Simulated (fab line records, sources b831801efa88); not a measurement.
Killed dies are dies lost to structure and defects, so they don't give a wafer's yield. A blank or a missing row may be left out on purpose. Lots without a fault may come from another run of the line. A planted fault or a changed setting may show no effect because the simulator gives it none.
Which tool did it? | flow gf180mcu | 12 lots, 36 wafers sampled, at 1 step of a route of 602

WHAT THE GAUGES READ, wafer by wafer
GF_V3_THK_MEAS_03.
lot  | measured     | on            | V3_CVD_02_THK (nm)
L075 | day 21 14:37 | film_metro-01 | 849 838 856
L077 | day 22 12:11 | film_metro-02 | 850 865 859
L079 | day 23 13:07 | film_metro-01 | 862 852 844
L081 | day 23 23:18 | film_metro-03 | 840 850 871
L083 | day 24 13:59 | film_metro-02 | 823 834 842
L085 | day 25 06:26 | film_metro-03 | 838 832 861
L087 | day 26 04:43 | film_metro-03 | 853 871 864
L089 | day 26 14:37 | film_metro-02 | 848 863 867
L091 | day 27 05:19 | film_metro-03 | 823 829 845
L093 | day 28 01:15 | film_metro-02 | 832 841 863
L095 | day 28 09:51 | film_metro-03 | 851 843 868
L096 | day 29 02:00 | film_metro-02 | 844 844 870

WHICH TOOL RAN EACH LOT (tool, then ch and the chambers of the sampled wafers, then the start)
The record holds no process step before these readings.

THE ANSWER, worked out from the rows above alone
Rule: what is usual is taken from the lots themselves. Put in order of their means at a reading, lots are off if they are a third of the lots or fewer, leave a main group of 4 or more, and stand apart from it by a gap of 3 or more times the standard deviation of the main group's means; of several such gaps the widest counts. A main group whose means are all the same, to the digits that the tables above print for the reading, isn't used. A lot without any number at a reading at which 4 lots or more have one is off too. The other lots that the step has rows for count as sound.
No lot is off at any reading shown: from this, nothing can be told.

WHAT THE SIMULATOR HAD PUT IN
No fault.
